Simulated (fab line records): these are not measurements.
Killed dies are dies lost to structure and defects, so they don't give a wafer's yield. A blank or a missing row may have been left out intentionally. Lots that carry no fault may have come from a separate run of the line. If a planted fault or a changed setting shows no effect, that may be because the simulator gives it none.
fab line records	flow gf180mcu
record: lots: 5	wafers: 23
route steps=602 shown STI@2 NWELL@44 LVPWELL@62 MVSD@74 VT_IMPLANT@104
start_h: hours from the record's first day to the start of the lot's first wafer shown	wait_h: how many hours have passed since the lot's step before this one	" same as the row above	L1.1+2: a single row standing in for several wafers	- no value, or no start was given	* or withheld: withheld	< > ~ a bound
route shown NAME@n: a module of which the file shows steps, and the number in the route of the first	usual: the fault-free wafers' mean and standard deviation	same: alike in all rows	chamber/n: place in a boat	sites: readings site by site	_std_site: standard deviation of those values	_edge_site: the outer-site mean with the inner-site mean subtracted	radius_mm: how far each site lies from the wafer's centre	mask NAME#n: copy n	behind: the most recent tool/chamber to have shaped the wafer	hold: why the lot was held/for how many hours/how that ended	device: the n, p or np transistor that did not switch	end of line: tests run on the same wafers once the route is complete	step lacking rows: just its recipe	killed: dies that structure and defects cost at the first sort, which is not the same as the wafer's yield	map: per-die view of a wafer (x killed, . not killed, _ where there is no die)
set.NAME: the setting as run; set.NAME@STEP: as run at that earlier step	model.NAME: the simulator's own value behind a step, which no gauge read
lots run with intentionally changed settings; tables by step, rows by wafer
== steps ==
step: GF_STI_OXIDATION_01
recipe: temp_c: 900	ambient: O2	stabilise_s: 600	purge_s: 300	target_thk_a: 100	ox_time_s: 1418
lot.wafer	tool	chamber	start_h	wait_h	set.temp_c	model.SiO2_of_STI_OXIDATION_01.thk_nm
L075.2	furnace-01	0	15.56	0.5	900	9.851
L075.3	"	0	"	"	900	10.02
L075.4	"	0	"	"	900	9.801
L077.1	-	-	-	2.2	912.9	11.47
L077.2	"	-	"	"	912.9	11.4
L077.3	"	-	"	"	912.9	11.44
L077.4	"	-	"	"	912.9	11.39
L077.6	"	-	"	"	912.9	11.52
L080.2	-	-	-	0.7	890.3	8.945
L080.3	"	-	"	"	890.3	8.849
L080.4	"	-	"	"	890.3	9.235
L080.5	"	-	"	"	890.3	9.131
L080.6	"	-	"	"	890.3	9.103
L081.1	-	-	-	0.7	924.2	13.16
L081.2	"	-	"	"	924.2	13.24
L081.3	"	-	"	"	924.2	13.26
L081.5	"	-	"	"	924.2	13.25
L081.6	"	-	"	"	924.2	13.13
L082.2+4	-	-	-	1.2	925.3	13.04
L082.3	"	-	"	"	925.3	12.96
L082.5	"	-	"	"	925.3	12.87
L082.6	"	-	"	"	925.3	12.97
step: GF_STI_THK_MEAS_02
recipe: reads: SiO2_of_STI_OXIDATION_01
usual: STI_OXIDATION_THK: 10.08/0.14
lot.wafer	tool	chamber	start_h	wait_h	set.temp_c@STI_OXIDATION_01	STI_OXIDATION_THK[nm]
L075.2	film_metro-01	-	16.96	0.0	900	9.88
L075.3	"	-	"	"	900	10.04
L075.4	"	-	"	"	900	9.80
L077.1	film_metro-04	-	-	-	912.9	11.45
L077.2	"	-	"	"	912.9	11.41
L077.3	"	-	"	"	912.9	11.42
L077.4	"	-	"	"	912.9	11.41
L077.6	"	-	"	"	912.9	11.51
L080.2	film_metro-02	-	-	-	890.3	8.93
L080.3	"	-	"	"	890.3	8.84
L080.4	"	-	"	"	890.3	9.26
L080.5	"	-	"	"	890.3	9.11
L080.6	"	-	"	"	890.3	9.13
L081.1	film_metro-04	-	-	-	924.2	13.15
L081.2	"	-	"	"	924.2	13.27
L081.3	"	-	"	"	924.2	13.23
L081.5	"	-	"	"	924.2	13.25
L081.6	"	-	"	"	924.2	13.16
L082.2	film_metro-01	-	-	-	925.3	13.04
L082.3	"	-	"	"	925.3	13.00
L082.4	"	-	"	"	925.3	13.08
L082.5	"	-	"	"	925.3	12.91
L082.6	"	-	"	"	925.3	13.00
step: GF_STI_COAT_07
recipe: resist: KrF	spin_rpm: withheld	resist_thk_nm: 700
lot.wafer	tool	chamber	start_h	wait_h	set.resist_thk_nm	model.KrF_of_STI_COAT_07.thk_nm
L075.2	litho_track-02	0	24.43	0.1	700	696.8
L075.3	"	0	"	"	700	698.1
L075.4	"	0	"	"	700	698.5
L077.1	litho_track-02	0	36.31	0.1	700	701.1
L077.2	"	0	"	"	700	700.4
L077.3	"	0	"	"	735.5	736.6
L077.4	"	0	"	"	735.5	736.8
L077.6	"	0	"	"	735.5	737
L080.2	litho_track-01	0	50.47	0.1	682.9	682.9
L080.3	"	0	"	"	682.9	681.8
L080.4	"	0	"	"	682.9	683.3
L080.5	"	0	"	"	700	700.2
L080.6	"	0	"	"	700	699.5
L081.1	litho_track-02	0	55.06	0.1	662.4	661.9
L081.2	"	0	"	"	662.4	661.4
L081.3	"	0	"	"	700	698.3
L081.5	"	0	"	"	700	700.3
L081.6	"	0	"	"	700	699.1
L082.2	litho_track-04	0	60.65	0.1	700	697.1
L082.3	"	0	"	"	700	698.5
L082.4	"	0	"	"	700	696.5
L082.5	"	0	"	"	700	696.3
L082.6	"	0	"	"	700	697.8
step: GF_STI_ETCH_13
recipe: chemistry: CHF3/O2	stop_on: Si	over_etch_frac: 0.3	target_depth_a: 2823.1	source_w: 600	bias_w: 200	pressure_mtorr: 40	chf3_flow_sccm: 50	O2_flow_sccm: 5	time_s: 112.9
lot.wafer	tool	chamber	start_h	wait_h	set.bias_w	set.resist_thk_nm@STI_COAT_07	model.KrF_of_STI_COAT_07.thk_nm
L075.2	rie_diel-03	3	30.26	0.1	200	700	437.9
L075.3	"	0	"	"	200	700	433.7
L075.4	"	1	"	"	200	700	438.5
L077.1	rie_diel-04	0	42.53	0.1	200	700	440.6
L077.2	"	2	"	"	200	700	437.4
L077.3	"	1	"	"	200	735.5	478.1
L077.4	"	3	"	"	200	735.5	480.6
L077.6	"	2	"	"	200	735.5	474.9
L080.2	rie_diel-04	2	57.13	0.1	187.4	682.9	427.2
L080.3	"	1	"	"	200	682.9	424.6
L080.4	"	0	"	"	187.4	682.9	427.4
L080.5	"	3	"	"	187.4	700	449.4
L080.6	"	0	"	"	200	700	436.9
L081.1	rie_diel-04	2	62.01	0.1	200	662.4	402.6
L081.2	"	1	"	"	200	662.4	402.8
L081.3	"	0	"	"	200	700	437.6
L081.5	"	2	"	"	200	700	439.9
L081.6	"	3	"	"	200	700	443.6
L082.2	rie_diel-03	0	67.26	0.1	176.9	700	440.3
L082.3	"	2	"	"	200	700	435.5
L082.4	"	1	"	"	200	700	434.1
L082.5	"	1	"	"	176.9	700	444.4
L082.6	"	0	"	"	176.9	700	442
step: GF_STI_ETCH_14
recipe: target: Si	chemistry: HBr/Cl2/O2	target_depth_nm: 360	icp_w: 600	bias_w: 150	pressure_mtorr: 15	HBr_flow_sccm: 150	Cl2_flow_sccm: 40	O2_flow_sccm: 6	time_s: 102.9
step: GF_STI_STRIP_15
recipe: chemistry: O2/N2	power_w: 1400	pressure_mtorr: 1500	platen_temp_c: 250	o2_flow_sccm: 3000	n2_flow_sccm: 300	overash_fraction: 0.5
usual: oes_product_au: 0.384/0.0047	strip_time_to_endpoint_s: 3.74/0.038
lot.wafer	tool	chamber	start_h	wait_h	set.resist_thk_nm@STI_COAT_07	oes_product_au	strip_time_to_endpoint_s
L075.2	plasma_asher-04	1	30.42	0.0	700	0.385	3.71
L075.3	"	0	"	"	700	0.385	3.66
L075.4	"	1	"	"	700	0.388	3.73
L077.1	plasma_asher-04	0	42.68	0.0	700	0.383	3.77
L077.2	"	1	"	"	700	0.389	3.70
L077.3	"	0	"	"	735.5	0.406	4.15
L077.4	"	1	"	"	735.5	0.402	4.18
L077.6	"	0	"	"	735.5	0.401	4.12
L080.2	plasma_asher-04	1	57.28	0.0	682.9	0.376	3.61
L080.3	"	1	"	"	682.9	0.378	3.60
L080.4	"	0	"	"	682.9	0.372	3.60
L080.5	"	0	"	"	700	0.386	3.85
L080.6	"	1	"	"	700	0.389	3.70
L081.1	plasma_asher-03	1	62.17	0.0	662.4	0.369	3.35
L081.2	"	0	"	"	662.4	0.372	3.37
L081.3	"	1	"	"	700	0.390	3.73
L081.5	"	0	"	"	700	0.386	3.75
L081.6	"	1	"	"	700	0.381	3.78
L082.2	plasma_asher-02	0	67.42	0.0	700	0.388	3.75
L082.3	"	0	"	"	700	0.390	3.70
L082.4	"	1	"	"	700	0.377	3.69
L082.5	"	1	"	"	700	0.391	3.79
L082.6	"	0	"	"	700	0.386	3.77
step: GF_STI_CVD_23
recipe: material: SiO2	target_thk_nm: 650	sigma_open_frac: 0.3	time_s: 108.3	temp_c: 600	sih4_flow_sccm: 60	pressure_mtorr: 6
lot.wafer	tool	chamber	start_h	wait_h	set.sih4_flow_sccm	model.SiO2_of_STI_CVD_23.thk_nm
L075.2	hdpcvd-02	0	32.70	0.0	60	648.8
L075.3	"	2	"	"	60	650
L075.4	"	1	"	"	60	652.1
L077.1	hdpcvd-02	1	44.32	0.1	63.35	678.6
L077.2	"	0	"	"	60	641.2
L077.3	"	2	"	"	63.35	688.8
L077.4	"	1	"	"	60	644.2
L077.6	"	2	"	"	63.35	680.2
L080.2	hdpcvd-01	1	58.92	0.0	60	649.1
L080.3	"	0	"	"	60	651.8
L080.4	"	1	"	"	60	644.5
L080.5	"	2	"	"	60	652.2
L080.6	"	0	"	"	60	656.7
L081.1	hdpcvd-01	2	63.92	0.1	60	653.1
L081.2	"	1	"	"	60	647.9
L081.3	"	0	"	"	60	653
L081.5	"	2	"	"	60	654.1
L081.6	"	0	"	"	60	656.3
L082.2	hdpcvd-01	1	69.05	0.0	66.64	716.4
L082.3	"	0	"	"	66.64	718.1
L082.4	"	1	"	"	66.64	721.3
L082.5	"	2	"	"	60	653.3
L082.6	"	0	"	"	60	654.5
step: GF_STI_THK_MEAS_24
recipe: reads: SiO2_of_STI_CVD_23
usual: STI_CVD_23_THK: 649/4.6
lot.wafer	tool	chamber	start_h	wait_h	set.sih4_flow_sccm@STI_CVD_23	STI_CVD_23_THK[nm]
L075.2	film_metro-02	-	32.79	0.0	60	648
L075.3	"	-	"	"	60	649
L075.4	"	-	"	"	60	652
L077.1	film_metro-01	-	44.40	0.0	63.35	679
L077.2	"	-	"	"	60	641
L077.3	"	-	"	"	63.35	689
L077.4	"	-	"	"	60	644
L077.6	"	-	"	"	63.35	680
L080.2	film_metro-01	-	59.00	0.0	60	649
L080.3	"	-	"	"	60	652
L080.4	"	-	"	"	60	644
L080.5	"	-	"	"	60	652
L080.6	"	-	"	"	60	656
L081.1	film_metro-02	-	64.00	0.0	60	653
L081.2	"	-	"	"	60	648
L081.3	"	-	"	"	60	653
L081.5	"	-	"	"	60	654
L081.6	"	-	"	"	60	656
L082.2	film_metro-04	-	69.14	0.0	66.64	717
L082.3	"	-	"	"	66.64	718
L082.4	"	-	"	"	66.64	721
L082.5	"	-	"	"	60	654
L082.6	"	-	"	"	60	655
step: GF_NWELL_COAT_02
recipe: spin_rpm: 2000	resist_thk_nm: 3000
lot.wafer	tool	chamber	start_h	wait_h	set.resist_thk_nm	model.coat_of_NWELL_COAT_02.thk_nm
L075.2	litho_track-01	0	54.02	0.1	3000	2995
L075.3	"	0	"	"	3000	2994
L075.4	"	0	"	"	3000	2997
L077.1	litho_track-02	0	66.01	0.1	3000	3004
L077.2	"	0	"	"	3000	2995
L077.3	"	0	"	"	3179	3180
L077.4	"	0	"	"	3179	3173
L077.6	"	0	"	"	3000	2994
L080.2	litho_track-02	0	81.53	0.1	3080	3088
L080.3	"	0	"	"	3000	3007
L080.4	"	0	"	"	3000	3004
L080.5	"	0	"	"	3080	3083
L080.6	"	0	"	"	3000	2998
L081.1	litho_track-01	0	86.44	0.1	2879	2879
L081.2	"	0	"	"	2879	2888
L081.3	"	0	"	"	2879	2891
L081.5+6	"	0	"	"	3000	3012
L082.2	litho_track-03	0	91.71	0.1	3078	3073
L082.3	"	0	"	"	3078	3067
L082.4+6	"	0	"	"	3000	2990
L082.5	"	0	"	"	3000	2983
step: GF_NWELL_SOFTBAKE_03
recipe: temp_c: 110	time_s: withheld
step: GF_NWELL_EXPOSE_04
recipe: mask_id: Nwell	target_cd_nm: 860	na: 0.6	source_shape: conventional	sigma_outer: 0.6	dose_mj: 260
step: GF_NWELL_PEB_05
recipe: temp_c: 115	time_s: withheld
step: GF_NWELL_DEVELOP_06
recipe: wall_angle_deg: 90	develop_time_s: 57.96	dev_temp_c: 23
lot.wafer	tool	chamber	start_h	wait_h	set.resist_thk_nm@NWELL_COAT_02	model.NWELL.cd_nm
L075.2	litho_track-03	0	-	-	3000	845.2
L075.3	"	0	"	"	3000	847.8
L075.4	"	0	"	"	3000	844.6
L077.1	litho_track-01	0	-	-	3000	848.8
L077.2	"	0	"	"	3000	851.1
L077.3	"	0	"	"	3179	841.7
L077.4	"	0	"	"	3179	842.4
L077.6	"	0	"	"	3000	853.2
L080.2	litho_track-02	0	-	-	3080	840.4
L080.3	"	0	"	"	3000	844.7
L080.4	"	0	"	"	3000	847.5
L080.5	"	0	"	"	3080	842.3
L080.6	"	0	"	"	3000	847.1
L081.1	litho_track-02	0	-	-	2879	855.5
L081.2	"	0	"	"	2879	855.1
L081.3	"	0	"	"	2879	855.3
L081.5	"	0	"	"	3000	849.9
L081.6	"	0	"	"	3000	849.7
L082.2	litho_track-02	0	-	-	3078	839.5
L082.3	"	0	"	"	3078	839.3
L082.4	"	0	"	"	3000	843.6
L082.5	"	0	"	"	3000	843.9
L082.6	"	0	"	"	3000	843.1
step: GF_NWELL_STRIP_10
recipe: chemistry: O2/N2	power_w: 1400	pressure_mtorr: 1500	platen_temp_c: 250	o2_flow_sccm: 3000	n2_flow_sccm: 300	overash_fraction: 0.5
usual: strip_time_to_endpoint_s: 36.97/0.099
lot.wafer	tool	chamber	start_h	wait_h	set.o2_flow_sccm	set.resist_thk_nm@NWELL_COAT_02	strip_time_to_endpoint_s
L075.2	plasma_asher-02	0	61.08	0.1	3000	3000	36.88
L075.3	"	0	"	"	3000	3000	36.88
L075.4	"	1	"	"	3000	3000	36.91
L077.1	plasma_asher-02	0	73.53	0.1	3000	3000	37.00
L077.2	"	1	"	"	3000	3000	36.90
L077.3	"	1	"	"	3000	3179	38.99
L077.4	"	0	"	"	3000	3179	38.92
L077.6	"	0	"	"	3000	3000	36.88
L080.2	plasma_asher-02	0	88.94	0.1	3268	3080	37.75
L080.3	"	1	"	"	3268	3000	36.84
L080.4	"	0	"	"	3000	3000	37.00
L080.5	"	0	"	"	3000	3080	37.88
L080.6	"	1	"	"	3000	3000	36.92
L081.1	plasma_asher-04	1	93.74	0.1	3000	2879	35.57
L081.2	"	0	"	"	2670	2879	35.95
L081.3	"	1	"	"	3000	2879	35.71
L081.5	"	0	"	"	2670	3000	37.39
L081.6	"	1	"	"	2670	3000	37.38
L082.2	plasma_asher-02	1	99.19	0.1	3000	3078	37.77
L082.3	"	0	"	"	3382	3078	37.43
L082.4	"	1	"	"	3000	3000	36.84
L082.5	"	0	"	"	3382	3000	36.48
L082.6	"	1	"	"	3382	3000	36.56
step: GF_LVPWELL_IMPLANT_08
recipe: species: B	energy_kev: 170	dose_cm2: 1.5e+13	tilt_deg: 0
lot.wafer	tool	chamber	start_h	wait_h	set.energy_kev	model.implant.rp_nm	model.implant.drp_nm
L075.2+3+4	implanter-01	0	74.09	0.0	170	477.5	102.4
L077.1+2+3	implanter-01	0	86.58	0.0	170	478.2	102.4
L077.4+6	"	0	"	"	181.8	503.6	104.4
L080.2+3+4+5+6	implanter-03	0	102.39	0.0	170	480.5	102.4
L081.1+3+5	implanter-01	0	107.73	0.0	170	492.6	102.4
L081.2+6	"	0	"	"	175.8	505.6	103.3
L082.2+3+5	implanter-01	0	113.10	0.0	160.3	455.9	100.2
L082.4+6	"	0	"	"	170	476.4	102.4
step: GF_MVSD_IMPLANT_08
recipe: species: P	energy_kev: 400	dose_cm2: 1.6e+13	tilt_deg: 0
lot.wafer	tool	chamber	start_h	wait_h	set.dose_cm2
L075.2+3+4	implanter-01	0	87.57	0.0	1.6e+13
L077.1+3	implanter-02	0	100.14	0.0	1.499e+13
L077.2+4+6	"	0	"	"	1.6e+13
L080.2+4+6	implanter-04	0	117.25	0.0	1.6e+13
L080.3+5	"	0	"	"	1.518e+13
L081.1+6	implanter-04	0	122.26	0.0	1.6e+13
L081.2+3+5	"	0	"	"	1.506e+13
L082.2+4+6	implanter-02	0	127.92	0.0	1.774e+13
L082.3+5	"	0	"	"	1.6e+13
step: GF_MVSD_IMPLANT_09
recipe: species: P	energy_kev: 100	dose_cm2: 5e+12	tilt_deg: 0
step: GF_MVSD_STRIP_10
recipe: chemistry: O2/N2	power_w: 1400	pressure_mtorr: 1500	platen_temp_c: 250	o2_flow_sccm: 3000	n2_flow_sccm: 300	overash_fraction: 0.5
step: GF_MVSD_TW_MEAS_11
usual: MVSD_TW: 1568/6.1
lot.wafer	tool	chamber	start_h	wait_h	set.dose_cm2@MVSD_IMPLANT_08	MVSD_TW
L075.2	film_metro-01	-	87.95	0.1	1.6e+13	1565
L075.3	"	-	"	"	1.6e+13	1574
L075.4	"	-	"	"	1.6e+13	1565
L077.1	film_metro-03	-	100.54	0.1	1.499e+13	1545
L077.2	"	-	"	"	1.6e+13	1576
L077.3	"	-	"	"	1.499e+13	1554
L077.4	"	-	"	"	1.6e+13	1573
L077.6	"	-	"	"	1.6e+13	1577
L080.2	film_metro-02	-	117.64	0.1	1.6e+13	1560
L080.3	"	-	"	"	1.518e+13	1540
L080.4	"	-	"	"	1.6e+13	1561
L080.5	"	-	"	"	1.518e+13	1542
L080.6	"	-	"	"	1.6e+13	1556
L081.1	film_metro-03	-	122.66	0.1	1.6e+13	1571
L081.2	"	-	"	"	1.506e+13	1553
L081.3	"	-	"	"	1.506e+13	1535
L081.5	"	-	"	"	1.506e+13	1551
L081.6	"	-	"	"	1.6e+13	1573
L082.2	film_metro-02	-	128.30	0.1	1.774e+13	1621
L082.3	"	-	"	"	1.6e+13	1569
L082.4	"	-	"	"	1.774e+13	1615
L082.5	"	-	"	"	1.6e+13	1571
L082.6	"	-	"	"	1.774e+13	1619
step: GF_VT_IMPLANT_SOFTBAKE_14
recipe: temp_c: 90	time_s: 60	resist: NOVOLAK
lot.wafer	tool	chamber	start_h	wait_h	set.temp_c
L075.2+3+4	litho_track-01	0	123.22	0.1	90
L077.1+2+6	litho_track-01	0	137.14	0.1	86.48
L077.3+4	"	0	"	"	90
L080.2+3+4+5+6	litho_track-01	0	155.77	0.1	90
L081.1+2+6	litho_track-01	0	161.24	0.1	86.69
L081.3+5	"	0	"	"	90
L082.2+4+5	litho_track-01	0	166.67	0.1	90
L082.3+6	"	0	"	"	87.46
step: GF_VT_IMPLANT_EXPOSE_15
recipe: mask_id: Nwell_LV_AREA	target_cd_nm: 860	na: 0.6	source_shape: conventional	sigma_outer: 0.6	dose_mj: 140
step: GF_VT_IMPLANT_PEB_16
recipe: temp_c: withheld	time_s: *	resist: NOVOLAK
step: GF_VT_IMPLANT_IMPLANT_19
recipe: species: As	energy_kev: 100	dose_cm2: 4.35e+12	tilt_deg: 7
step: GF_VT_IMPLANT_STRIP_20
recipe: chemistry: O2/N2	power_w: 1400	pressure_mtorr: 1500	platen_temp_c: 250	o2_flow_sccm: 3000	n2_flow_sccm: 300	overash_fraction: 0.5
usual: strip_time_to_endpoint_s: 12.63/0.034
lot.wafer	tool	chamber	start_h	wait_h	set.temp_c@VT_IMPLANT_SOFTBAKE_14	strip_time_to_endpoint_s
L075.2	plasma_asher-01	1	130.59	0.1	90	12.68
L075.3	"	1	"	"	90	12.67
L075.4	"	0	"	"	90	12.63
L077.1	plasma_asher-02	1	145.34	0.1	86.48	12.77
L077.2	"	0	"	"	86.48	12.78
L077.3	"	0	"	"	90	12.64
L077.4	"	1	"	"	90	12.63
L077.6	"	0	"	"	86.48	12.73
L080.2	plasma_asher-02	1	163.74	0.1	90	12.58
L080.3	"	1	"	"	90	12.58
L080.4	"	0	"	"	90	12.57
L080.5	"	0	"	"	90	12.55
L080.6	"	1	"	"	90	12.58
L081.1	plasma_asher-01	1	169.48	0.1	86.69	12.66
L081.2	"	0	"	"	86.69	12.71
L081.3	"	1	"	"	90	12.59
L081.5	"	0	"	"	90	12.60
L081.6	"	1	"	"	86.69	12.68
L082.2	plasma_asher-04	1	175.38	0.1	90	12.65
L082.3	"	0	"	"	87.46	12.71
L082.4	"	1	"	"	90	12.66
L082.5	"	1	"	"	90	12.63
L082.6	"	0	"	"	87.46	12.72
step: GF_VT_IMPLANT_COAT_24
recipe: resist: NOVOLAK	spin_rpm: 3000	resist_thk_nm: 1000
lot.wafer	tool	chamber	start_h	wait_h	set.resist_thk_nm
L075.2+3+4	litho_track-03	0	138.01	0.1	1000
L077.1+2+4	litho_track-01	0	152.59	0.1	1030
L077.3+6	"	0	"	"	1000
L080.2+5+6	litho_track-01	0	171.22	0.1	1000
L080.3+4	"	0	"	"	948.5
L081.1+2+3+5+6	litho_track-02	0	177.56	0.1	1000
L082.2+3+4+5+6	litho_track-03	0	183.36	0.1	1000
== key ==
split: step: GF_STI_OXIDATION_01	setting: temp_c	stated: 900	by: lot
response: step: GF_STI_OXIDATION_01	reading: model.SiO2_of_STI_OXIDATION_01.thk_nm	change: +1.07	per: 1%	r: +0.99
response: step: GF_STI_THK_MEAS_02	reading: STI_OXIDATION_THK	change: +1.07	per: 1%	r: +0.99
split: step: GF_STI_COAT_07	setting: resist_thk_nm	stated: 700	by: wafer
response: step: GF_STI_COAT_07	reading: model.KrF_of_STI_COAT_07.thk_nm	change: +7.05	per: 1%	r: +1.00
response: step: GF_STI_ETCH_13	reading: model.KrF_of_STI_COAT_07.thk_nm	change: +7.27	per: 1%	r: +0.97
response: step: GF_STI_STRIP_15	reading: oes_product_au	change: +0.00321	per: 1%	r: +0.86
response: step: GF_STI_STRIP_15	reading: strip_time_to_endpoint_s	change: *	per: 1%	r: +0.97
split: step: GF_STI_ETCH_13	setting: bias_w	stated: 200	by: wafer
response none clear
split: step: GF_STI_CVD_23	setting: sih4_flow_sccm	stated: 60	by: wafer
response: step: GF_STI_CVD_23	reading: model.SiO2_of_STI_CVD_23.thk_nm	change: +6.11	per: 1%	r: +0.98
response: step: GF_STI_THK_MEAS_24	reading: STI_CVD_23_THK	change: +6.08	per: 1%	r: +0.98
split: step: GF_NWELL_COAT_02	setting: resist_thk_nm	stated: 3000	by: wafer
response: step: GF_NWELL_COAT_02	reading: model.coat_of_NWELL_COAT_02.thk_nm	change: +30.5	per: 1%	r: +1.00
response: step: GF_NWELL_DEVELOP_06	reading: model.NWELL.cd_nm	change: -1.53	per: 1%	r: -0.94
response: step: GF_NWELL_STRIP_10	reading: strip_time_to_endpoint_s	change: *	per: 1%	r: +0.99
split: step: GF_NWELL_STRIP_10	setting: o2_flow_sccm	stated: 3000	by: wafer
response none clear
split: step: GF_LVPWELL_IMPLANT_08	setting: energy_kev	stated: 170	by: wafer
response: step: GF_LVPWELL_IMPLANT_08	reading: model.implant.rp_nm	change: +3.65	per: 1%	r: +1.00
response: step: GF_LVPWELL_IMPLANT_08	reading: model.implant.drp_nm	change: +0.314	per: 1%	r: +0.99
split: step: GF_MVSD_IMPLANT_08	setting: dose_cm2	stated: 1.6e+13	by: wafer
response: step: GF_MVSD_TW_MEAS_11	reading: MVSD_TW	change: +4.27	per: 1%	r: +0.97
split: step: GF_VT_IMPLANT_SOFTBAKE_14	setting: temp_c	stated: 90	by: wafer
response: step: GF_VT_IMPLANT_STRIP_20	reading: strip_time_to_endpoint_s	change: *	per: 1%	r: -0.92
split: step: GF_VT_IMPLANT_COAT_24	setting: resist_thk_nm	stated: 1000	by: wafer
response none in this file
